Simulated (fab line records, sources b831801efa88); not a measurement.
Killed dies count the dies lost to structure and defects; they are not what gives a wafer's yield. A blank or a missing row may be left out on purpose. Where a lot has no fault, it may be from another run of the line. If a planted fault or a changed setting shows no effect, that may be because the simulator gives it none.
fab line records	flow sky130	part 1 of 2: steps 1 to 27 of 35
record lots=5	wafers=15	last_day=50
route steps=708 shown METAL4@632 VIA4@639 METAL5@661
lots untouched by any fault: they come from a run of this same line in which no faults occurred
start_h: the number of hours between the record's first day and the start of the first shown wafer of the lot	wait_h: hours from the lot's prior step to this one	" unchanged from the row above	L1.1+2: a row that stands for several wafers	- no value, or no start was given	* or withheld: withheld	< > ~ a bound
route shown NAME@n: a module of which the file shows steps, and the number in the route of the first	usual: mean/standard deviation of fault-free wafers	same: alike in all rows	chamber/n: place in a boat	sites: each site's reading	_std_site: their standard deviation	_edge_site: outer sites' mean less inner sites'	radius_mm: how far each site lies from the wafer's centre	mask NAME#n: copy n	behind: tool/chamber where the wafer was last shaped	hold: cause of the lot's hold/its duration in hours/its outcome	device: the n, p or np transistor that did not switch	end of line: tests run on the same wafers once the route is complete	for a step that has no rows: nothing shown but its recipe	killed: dies lost to structure and defects at the first sort, not the wafer's yield	map: shows each die of a wafer: x if killed, . if not, _ if none is there
set.NAME: the setting that was run; set.NAME@STEP: the one run at that earlier step	model.NAME: the simulator's own value behind a step, which no gauge read
lots at some steps of the route; a table a step, a row a wafer
services: from which hour (start_h, from the record's first day; less than 0 if before it) a tool's chamber was out of use, for how many hours, and why
## steps
# step SKY_METAL4_ETCH_16
# recipe chemistry=N2/H2	target=BARC	ion_energy_ev=200	bias_w=100	pressure_mtorr=30	n2_flow_sccm=100	h2_flow_sccm=200	icp_w=500	stop_on=SiO2	time_s=88.2	target_depth_a=600
# usual drypump_motor_current_A=5.7/0.57	oes_product_au=0.625/0.005	throttle_valve_pct=13.204/0.008
# same time_s=88.2
lot.wafer	tool	chamber	start_h	wait_h	drypump_motor_current_A	oes_product_au	rf_hours_counter_h	throttle_valve_pct
L074.2	rie_metal-02	0	963.65	0.0	6.4	0.626	11	13.203
L074.4	"	1	"	"	5.4	0.630	-	13.210
L074.6	"	0	"	"	6.4	0.631	-	13.207
L076.2	rie_metal-02	0	983.02	0.1	6.3	0.630	-	13.214
L076.3	"	0	"	"	6.4	0.625	-	13.184
L076.6	"	0	"	"	6.3	0.628	-	13.201
L078.2	rie_metal-03	1	1005.19	0.0	4.7	0.623	14	13.202
L078.3	"	1	"	"	4.7	0.633	-	13.203
L078.4	"	0	"	"	6.4	0.621	-	13.206
L079.2	rie_metal-02	1	1007.37	0.0	5.4	0.624	1	13.204
L079.5	"	0	"	"	6.4	0.621	-	13.204
L079.6	"	1	"	"	5.4	0.626	-	13.221
L092.1	rie_metal-01	1	1124.04	0.0	5.8	0.622	25	13.215
L092.3	"	1	"	"	5.8	0.621	-	13.199
L092.6	"	1	"	"	5.8	0.626	-	13.189
# step SKY_METAL4_ETCH_17
# recipe target=SiO2	stop_on=TiN	chemistry=C4F8/O2/Ar	source_w=1500	bias_w=1200	pressure_mtorr=40	c4f8_flow_sccm=withheld	O2_flow_sccm=6	Ar_flow_sccm=300	time_s=3.9	target_depth_a=150
# usual oes_product_au=0.755/0.007
# same time_s=3.9
lot.wafer	tool	chamber	start_h	wait_h	oes_product_au	rf_hours_counter_h
L074.2	rie_diel-01	1	963.78	0.1	0.757	14
L074.4	"	3	"	"	0.760	11
L074.6	"	0	"	"	0.746	-
L076.2	rie_diel-03	3	983.24	0.2	0.747	11
L076.3	"	2	"	"	0.746	5
L076.6	"	0	"	"	0.762	-
L078.2	rie_diel-01	1	1005.29	0.1	0.770	15
L078.3	"	0	"	"	0.764	15
L078.4	"	0	"	"	0.759	-
L079.2	rie_diel-02	2	1007.47	0.1	0.758	8
L079.5	"	0	"	"	0.758	-
L079.6	"	3	"	"	0.756	-
L092.1	rie_diel-03	3	1124.13	0.1	0.755	15
L092.3	"	0	"	"	0.753	23
L092.6	"	0	"	"	0.752	-
# step SKY_METAL4_METAL_ETCH_18
# recipe target_depth_a=8450	stop_on=SiO2	over_etch_frac=0.3	time_s=183.1	chemistry=Cl2/BCl3	resist_sidewall_deg=88	pressure_mtorr=10	icp_w=900	bias_w=48.5	Cl2_flow_sccm=60	bcl3_flow_sccm=30
# usual drypump_motor_current_A=5.6/0.67	oes_product_au=0.866/0.0059	throttle_valve_pct=22.264/0.0091
# same time_s=183.1
lot.wafer	tool	chamber	start_h	wait_h	drypump_motor_current_A	oes_product_au	rf_hours_counter_h	throttle_valve_pct
L074.2	rie_metal-03	1	963.80	0.0	4.7	0.864	11	22.258
L074.4	"	1	"	"	4.7	0.870	-	22.279
L074.6	"	1	"	"	4.7	0.867	-	22.259
L076.2	rie_metal-03	0	983.26	0.0	6.4	0.866	8	22.259
L076.3	"	1	"	"	4.7	0.874	-	22.262
L076.6	"	0	"	"	6.4	0.873	-	22.263
L078.2	rie_metal-01	0	1005.31	0.0	5.1	0.869	11	22.270
L078.3	"	0	"	"	5.2	0.861	-	22.267
L078.4	"	1	"	"	5.8	0.857	-	22.266
L079.2	rie_metal-03	0	1007.49	0.0	6.4	0.870	10	22.258
L079.5	"	0	"	"	6.4	0.874	-	22.271
L079.6	"	1	"	"	4.7	0.870	-	22.262
L092.1	rie_metal-03	0	1124.15	0.0	6.4	0.873	18	22.265
L092.3	"	0	"	"	6.4	0.878	-	22.272
L092.6	"	0	"	"	6.4	0.867	-	22.251
# step SKY_METAL4_STRIP_19
# recipe chemistry=O2/N2	power_w=1400	pressure_mtorr=1500	platen_temp_c=withheld	o2_flow_sccm=3000	n2_flow_sccm=300	overash_fraction=0.5
# usual drypump_motor_current_A=5.95/0.21	oes_product_au=0.502/0.0046	strip_time_to_endpoint_s=6.54/0.06
lot.wafer	tool	chamber	start_h	wait_h	drypump_motor_current_A	oes_product_au	rf_hours_counter_h	strip_time_to_endpoint_s
L074.2	plasma_asher-04	1	963.97	0.1	5.79	0.496	85	6.42
L074.4	"	1	"	"	5.79	0.501	-	6.50
L074.6	"	1	"	"	5.79	0.502	-	6.48
L076.2	plasma_asher-02	0	983.44	0.1	6.01	0.495	24	6.49
L076.3	"	0	"	"	6.06	0.504	-	6.50
L076.6	"	0	"	"	6.08	0.509	-	6.49
L078.2	plasma_asher-02	0	1005.49	0.1	6.08	0.511	26	6.59
L078.3	"	0	"	"	6.03	0.494	-	6.60
L078.4	"	1	"	"	5.73	0.501	-	6.58
L079.2	plasma_asher-01	1	1007.67	0.1	5.70	0.503	116	6.47
L079.5	"	1	"	"	5.73	0.500	-	6.44
L079.6	"	0	"	"	6.07	0.500	-	6.47
L092.1	plasma_asher-02	0	1124.33	0.1	6.06	0.502	38	6.51
L092.3	"	1	"	"	5.76	0.499	-	6.51
L092.6	"	0	"	"	6.07	0.505	-	6.54
# step SKY_METAL4_STRIP_20
# recipe chemistry=post_etch_residue_remover	time_s=1200	temp_c=72.5
# same time_s=1200
lot.wafer	tool	chamber	start_h	wait_h
L074.2+4+6	wet_bench-02	3	964.07	0.1
L076.2+3+6	wet_bench-01	2	983.54	0.1
L078.2+3+4	wet_bench-01	1	1005.59	0.1
L079.2+5+6	wet_bench-01	2	1007.77	0.1
L092.1+3+6	wet_bench-01	2	1124.46	0.1
# step SKY_METAL4_CLEAN_21
# recipe chemistry=IPA	time_s=180	temp_c=25
# same time_s=180
lot.wafer	tool	chamber	start_h	wait_h
L074.2+4+6	wet_bench-02	0	964.41	0.0
L076.2+3+6	wet_bench-03	2	983.88	0.0
L078.2+3+4	wet_bench-03	0	1005.93	0.0
L079.2+5+6	wet_bench-03	3	1008.11	0.0
L092.1+3+6	wet_bench-01	1	1124.83	0.0
# step SKY_METAL4_CLEAN_22
# recipe chemistry=O3/DIW	dry=n2_spin
lot.wafer	tool	chamber	start_h	wait_h
L074.2+4+6	wet_bench-02	1	964.47	0.0
L076.2+3+6	wet_bench-02	0	983.94	0.0
L078.2+3+4	wet_bench-02	3	1005.99	0.0
L079.2+5+6	wet_bench-02	0	1008.17	0.0
L092.1+3+6	wet_bench-01	1	1124.90	0.0
# step SKY_VIA4_HDPCVD_00
# recipe material=SiO2	target_thk_nm=1750	sigma_open_frac=0.3	time_s=291.7	temp_c=400	sih4_flow_sccm=60	pressure_mtorr=6
# usual susceptor_temp_C=400.01/0.22
# same time_s=291.7
lot.wafer	tool	chamber	start_h	wait_h	susceptor_temp_C
L074.2	hdpcvd-02	1	964.56	0.0	399.82
L074.4	"	0	"	"	400.04
L074.6	"	1	"	"	400.22
L076.2	hdpcvd-02	2	984.03	0.0	400.24
L076.3	"	1	"	"	399.75
L076.6	"	1	"	"	400.22
L078.2	hdpcvd-02	0	1006.08	0.0	400.38
L078.3	"	2	"	"	400.01
L078.4	"	0	"	"	400.05
L079.2	hdpcvd-02	2	1008.26	0.0	400.18
L079.5	"	2	"	"	399.95
L079.6	"	1	"	"	400.24
L092.1	hdpcvd-01	0	1125.00	0.0	400.52
L092.3	"	2	"	"	399.87
L092.6	"	0	"	"	399.89
# step SKY_VIA4_THK_MEAS_01
# recipe reads=SiO2_of_VIA4_HDPCVD_00
# usual VIA4_HDPCVD_THK=1753/15
lot.wafer	tool	chamber	start_h	wait_h	VIA4_HDPCVD_THK[nm]
L074.2	film_metro-04	-	964.84	0.2	1778
L074.4	"	-	"	"	1782
L074.6	"	-	"	"	1755
L076.2	film_metro-04	-	984.22	0.1	1752
L076.3	"	-	"	"	1765
L076.6	"	-	"	"	1758
L078.2	film_metro-01	-	1006.27	0.1	1758
L078.3	"	-	"	"	1766
L078.4	"	-	"	"	1763
L079.2	film_metro-01	-	1008.45	0.1	1769
L079.5	"	-	"	"	1759
L079.6	"	-	"	"	1766
L092.1	film_metro-02	-	1125.17	0.1	1745
L092.3	"	-	"	"	1750
L092.6	"	-	"	"	1751
# step SKY_VIA4_CMP_02
# recipe material=SiO2	down_force_psi=4	platen_rpm=60	pad_velocity_m_s=0.94248
# usual motor_current_A=11.8/1.2
lot.wafer	tool	chamber	start_h	wait_h	motor_current_A
L074.4	cmp-02	0	964.94	0.1	12.8
L074.2	"	2	"	"	11.3
L074.6	"	3	"	"	14.6
L076.3	cmp-02	3	984.27	0.0	13.6
L076.2	"	0	"	"	12.1
L076.6	"	0	"	"	12.5
L078.4	cmp-02	0	1010.23	3.9	12.5
L078.2	"	1	"	"	10.3
L078.3	"	2	"	"	11.4
L079.2	cmp-02	1	1011.23	2.8	10.6
L079.6	"	2	"	"	11.2
L079.5	"	3	"	"	13.8
L092.3	cmp-02	2	1125.24	0.0	12.0
L092.1	"	3	"	"	13.5
L092.6	"	2	"	"	11.6
# step SKY_VIA4_BOW_MEAS_03
# recipe mode=bow
# usual VIA4_BOW=77/7.6
lot.wafer	tool	chamber	start_h	wait_h	VIA4_BOW[um]
L074.2	film_metro-01	-	965.21	0.1	84
L074.4	"	-	"	"	76
L074.6	"	-	"	"	71
L076.2	film_metro-02	-	984.59	0.2	81
L076.3	"	-	"	"	75
L076.6	"	-	"	"	73
L078.2	film_metro-01	-	1010.50	0.2	79
L078.3	"	-	"	"	79
L078.4	"	-	"	"	70
L079.2	film_metro-02	-	1011.40	0.1	74
L079.5	"	-	"	"	76
L079.6	"	-	"	"	82
L092.1	film_metro-04	-	1125.54	0.2	84
L092.3	"	-	"	"	84
L092.6	"	-	"	"	77
# step SKY_VIA4_DEHYDRATE_04
# recipe temp_c=200	time_s=60
# same time_s=60
lot.wafer	tool	chamber	start_h	wait_h
L074.2+4+6	litho_track-04	0	975.92	10.7
L076.2+3+6	litho_track-02	0	995.61	11.0
L078.2+3+4	litho_track-01	0	1019.26	8.7
L079.2+5+6	litho_track-04	0	1020.32	8.9
L092.1+3+6	litho_track-04	0	1133.84	8.3
# step SKY_VIA4_HMDS_05
# recipe prime_time_s=60	prime_temp_c=120
# usual prime_temp_c=120.01/0.16
lot.wafer	tool	chamber	start_h	wait_h	prime_temp_c
L074.2	litho_track-04	0	976.07	0.1	119.67
L074.4	"	0	"	"	119.86
L074.6	"	0	"	"	119.80
L076.2	litho_track-02	0	995.76	0.1	119.91
L076.3	"	0	"	"	119.88
L076.6	"	0	"	"	119.71
L078.2	litho_track-01	0	1019.41	0.1	120.05
L078.3	"	0	"	"	120.06
L078.4	"	0	"	"	119.89
L079.2	litho_track-04	0	1020.47	0.1	120.00
L079.5	"	0	"	"	120.07
L079.6	"	0	"	"	119.95
L092.1	litho_track-04	0	1133.99	0.1	120.18
L092.3	"	0	"	"	120.22
L092.6	"	0	"	"	120.28
# step SKY_VIA4_COAT_06
# recipe resist=NOVOLAK	spin_rpm=3000	resist_thk_nm=1140
# usual spin_speed_rpm=3000.0/1.9
lot.wafer	tool	chamber	start_h	wait_h	spin_speed_rpm
L074.2	litho_track-04	0	976.22	0.1	3000.3
L074.4	"	0	"	"	2996.2
L074.6	"	0	"	"	2997.6
L076.2	litho_track-02	0	995.91	0.1	3002.8
L076.3	"	0	"	"	3003.5
L076.6	"	0	"	"	3002.0
L078.2	litho_track-01	0	1019.56	0.1	3000.9
L078.3	"	0	"	"	3001.4
L078.4	"	0	"	"	3001.0
L079.2	litho_track-04	0	1020.62	0.1	3004.4
L079.5	"	0	"	"	2998.0
L079.6	"	0	"	"	2999.1
L092.1	litho_track-04	0	1134.14	0.1	3002.2
L092.3	"	0	"	"	2999.4
L092.6	"	0	"	"	2997.7
# step SKY_VIA4_SOFTBAKE_07
# recipe temp_c=90	time_s=60	resist=NOVOLAK
# same time_s=60
lot.wafer	tool	chamber	start_h	wait_h
L074.2+4+6	litho_track-04	0	976.37	0.1
L076.2+3+6	litho_track-02	0	996.06	0.1
L078.2+3+4	litho_track-01	0	1019.71	0.1
L079.2+5+6	litho_track-04	0	1020.77	0.1
L092.1+3+6	litho_track-04	0	1134.29	0.1
# step SKY_VIA4_EXPOSE_08
# recipe mask_id=VIM4	na=0.6	source_shape=conventional	sigma_outer=0.6	polarization=unpolarized	target_cd_nm=800	dose_mj=132
lot.wafer	tool	chamber	start_h	wait_h	mask
L074.2+4+6	iline_stepper-01	0	-	-	VIM4#0
L076.2+3+6	iline_stepper-01	0	-	-	VIM4#0
L078.2+3+4	iline_stepper-01	0	-	-	VIM4#0
L079.2+5+6	iline_stepper-02	0	-	-	VIM4#0
L092.1+3+6	iline_stepper-02	0	-	-	VIM4#0
# step SKY_VIA4_PEB_09
# recipe temp_c=withheld	time_s=*	resist=NOVOLAK
# same time_s=*
lot.wafer	tool	chamber	start_h	wait_h
L074.2+4+6	litho_track-02	0	-	-
L076.2+3+6	litho_track-02	0	-	-
L078.2+3+4	litho_track-04	0	-	-
L079.2+5+6	litho_track-01	0	-	-
L092.1+3+6	litho_track-02	0	-	-
# step SKY_VIA4_DEVELOP_10
# recipe resist=NOVOLAK	developer=TMAH	develop_time_s=60	dev_temp_c=23
lot.wafer	tool	chamber	start_h	wait_h
L074.2+4+6	litho_track-02	0	987.86	0.1
L076.2+3+6	litho_track-02	0	1008.41	0.1
L078.2+3+4	litho_track-04	0	1031.77	0.1
L079.2+5+6	litho_track-01	0	1033.01	0.1
L092.1+3+6	litho_track-02	0	1144.34	0.1
# step SKY_VIA4_OVL_MEAS_11
# usual VIA4_OVL=-0.7/1.4
lot.wafer	tool	chamber	start_h	wait_h	VIA4_OVL[nm]
L074.2	overlay-02	-	988.00	0.1	-1.6
L074.4	"	-	"	"	-2.4
L074.6	"	-	"	"	-1.3
L076.2	overlay-01	-	1008.55	0.1	0.2
L076.3	"	-	"	"	-2.3
L076.6	"	-	"	"	-1.3
L078.2	overlay-02	-	1031.90	0.1	-2.6
L078.3	"	-	"	"	-2.3
L078.4	"	-	"	"	-0.3
L079.2	overlay-01	-	1033.14	0.1	1.2
L079.5	"	-	"	"	0.3
L079.6	"	-	"	"	0.1
L092.1	overlay-02	-	1144.49	0.1	-0.1
L092.3	"	-	"	"	-1.4
L092.6	"	-	"	"	-1.8
# step SKY_VIA4_ETCH_12
# recipe target=SiO2	chemistry=C4F8/O2/Ar	stop_on=TiN	mask_material=NOVOLAK	source_w=1500	bias_w=1200	pressure_mtorr=40	c4f8_flow_sccm=withheld	O2_flow_sccm=6	Ar_flow_sccm=300	time_s=withheld	target_depth_a=5800
# usual oes_product_au=0.926/0.0048
lot.wafer	tool	chamber	start_h	wait_h	oes_product_au
L074.2	rie_diel-04	1	988.03	0.0	0.931
L074.4	"	0	"	"	0.929
L074.6	"	3	"	"	0.921
L076.2	rie_diel-04	2	1008.58	0.0	0.923
L076.3	"	3	"	"	0.928
L076.6	"	0	"	"	0.933
L078.2	rie_diel-03	3	1031.93	0.0	0.923
L078.3	"	0	"	"	0.924
L078.4	"	1	"	"	0.931
L079.2	rie_diel-03	3	1033.17	0.0	0.926
L079.5	"	2	"	"	0.923
L079.6	"	1	"	"	0.922
L092.1	rie_diel-02	1	1144.53	0.0	0.913
L092.3	"	0	"	"	0.930
L092.6	"	1	"	"	0.928
# step SKY_VIA4_STRIP_13
# recipe chemistry=O2/N2	power_w=1400	pressure_mtorr=1500	platen_temp_c=withheld	o2_flow_sccm=3000	n2_flow_sccm=300	overash_fraction=0.5
# usual drypump_motor_current_A=5.8/0.44	oes_product_au=0.709/0.0043	strip_time_to_endpoint_s=12.798/0.026
lot.wafer	tool	chamber	start_h	wait_h	drypump_motor_current_A	oes_product_au	rf_hours_counter_h	strip_time_to_endpoint_s
L074.2	plasma_asher-04	0	988.10	-	6.2	0.711	88	12.789
L074.4	"	0	"	"	6.3	0.709	-	12.820
L074.6	"	0	"	"	6.2	0.702	-	12.854
L076.2	plasma_asher-04	0	1008.65	-	6.2	0.715	90	12.814
L076.3	"	0	"	"	6.3	0.711	-	12.813
L076.6	"	1	"	"	5.8	0.709	-	12.813
L078.2	plasma_asher-04	0	1032.00	-	6.3	0.713	92	12.788
L078.3	"	0	"	"	6.3	0.719	-	12.762
L078.4	"	1	"	"	5.8	0.713	-	12.767
L079.2	plasma_asher-04	1	1033.24	-	5.8	0.709	92	12.771
L079.5	"	0	"	"	6.3	0.708	-	12.785
L079.6	"	1	"	"	5.8	0.713	-	12.806
L092.1	plasma_asher-01	1	1144.60	-	5.7	0.711	8	12.741
L092.3	"	0	"	"	6.1	0.707	-	12.801
L092.6	"	1	"	"	5.7	0.705	-	12.737
# step SKY_VIA4_STRIP_14
# recipe chemistry=post_etch_residue_remover	time_s=1200	temp_c=72.5
# same time_s=1200
lot.wafer	tool	chamber	start_h	wait_h
L074.2+4+6	wet_bench-01	2	988.20	0.1
L076.2+3+6	wet_bench-03	2	1008.75	0.1
L078.2+3+4	wet_bench-03	3	1032.10	0.1
L079.2+5+6	wet_bench-01	1	1033.34	0.1
L092.1+3+6	wet_bench-03	0	1144.70	0.1
# step SKY_VIA4_CLEAN_15
# recipe chemistry=IPA	time_s=180	temp_c=25
# same time_s=180
lot.wafer	tool	chamber	start_h	wait_h
L074.2+4+6	wet_bench-03	2	988.54	0.0
L076.2+3+6	wet_bench-04	2	1009.09	0.0
L078.2+3+4	wet_bench-01	2	1032.44	0.0
L079.2+5+6	wet_bench-03	0	1033.72	0.0
L092.1+3+6	wet_bench-01	0	1145.07	0.0
# step SKY_VIA4_CLEAN_16
# recipe chemistry=O3/DIW	dry=n2_spin
lot.wafer	tool	chamber	start_h	wait_h
L074.2+4+6	wet_bench-04	0	988.60	0.0
L076.2+3+6	wet_bench-03	3	1009.15	0.0
L078.2+3+4	wet_bench-04	3	1032.51	0.0
L079.2+5+6	wet_bench-01	0	1033.78	0.0
L092.1+3+6	wet_bench-04	1	1145.13	0.0
# step SKY_VIA4_SPUTTER_17
# recipe material=TiN	target_thk_nm=20	chamber_pressure_pa=5	power_w=4000	time_s=80
# usual chamber_pressure_pa=5.001/0.0099	throttle_valve_pct=30.3/0.99
# same time_s=80
lot.wafer	tool	chamber	start_h	wait_h	chamber_pressure_pa	throttle_valve_pct
L074.2	pvd_sputter-04	-	988.69	0.0	5.011	29.5
L074.4	"	-	"	"	5.005	30.7
L074.6	"	-	"	"	5.005	29.5
L076.2	pvd_sputter-02	-	1009.24	0.0	5.005	28.7
L076.3	"	-	"	"	5.008	30.4
L076.6	"	-	"	"	4.991	29.3
L078.2	pvd_sputter-01	-	1032.60	0.0	4.993	30.2
L078.3	"	-	"	"	5.002	31.3
L078.4	"	-	"	"	4.995	30.4
L079.2	pvd_sputter-02	-	1033.88	0.0	5.005	28.8
L079.5	"	-	"	"	5.033	29.4
L079.6	"	-	"	"	4.991	32.8
L092.1	pvd_sputter-01	-	1145.23	0.0	4.994	30.1
L092.3	"	-	"	"	5.003	30.5
L092.6	"	-	"	"	5.002	30.1
# step SKY_VIA4_CVD_18
# recipe material=W	target_thk_nm=505	time_s=152.14	temp_c=400	pressure_torr=40
# usual heater_power_w=801/60	susceptor_temp_C=399.98/0.22
# same time_s=152.14
lot.wafer	tool	chamber	start_h	wait_h	heater_power_w	susceptor_temp_C
L074.2	cvd_w-02	0	988.75	0.0	768	400.03
L074.4	"	1	"	"	796	399.94
L074.6	"	0	"	"	753	400.17
L076.2	cvd_w-02	1	1009.30	0.0	805	400.43
L076.3	"	1	"	"	797	400.33
L076.6	"	0	"	"	779	399.97
L078.2	cvd_w-01	1	1032.66	0.0	899	400.02
L078.3	"	1	"	"	887	400.16
L078.4	"	0	"	"	742	400.27
L079.2	cvd_w-01	0	1033.94	0.0	721	400.10
L079.5	"	1	"	"	906	400.42
L079.6	"	0	"	"	732	400.20
L092.1	cvd_w-02	1	1145.29	0.0	791	400.22
L092.3	"	1	"	"	795	399.95
L092.6	"	1	"	"	812	400.20
# step SKY_VIA4_RS_MEAS_19
# recipe thk_meas_gauge=four-point-probe	reads=W_of_VIA4_CVD_18+TiN_of_VIA4_SPUTTER_17
# usual VIA4_W_RS=0.2263/0.0027
lot.wafer	tool	chamber	start_h	wait_h	VIA4_W_RS[ohm/sq]
L074.2	film_metro-04	-	988.92	0.1	0.2226
L074.4	"	-	"	"	0.2259
L074.6	"	-	"	"	0.2266
L076.2	film_metro-04	-	1009.47	0.1	0.2315
L076.3	"	-	"	"	0.2312
L076.6	"	-	"	"	0.2281
L078.2	film_metro-01	-	1032.83	0.1	0.2311
L078.3	"	-	"	"	0.2301
L078.4	"	-	"	"	0.2320
L079.2	film_metro-04	-	1034.11	0.1	0.2299
L079.5	"	-	"	"	0.2306
L079.6	"	-	"	"	0.2324
L092.1	film_metro-02	-	1145.44	0.1	0.2261
L092.3	"	-	"	"	0.2249
L092.6	"	-	"	"	0.2248
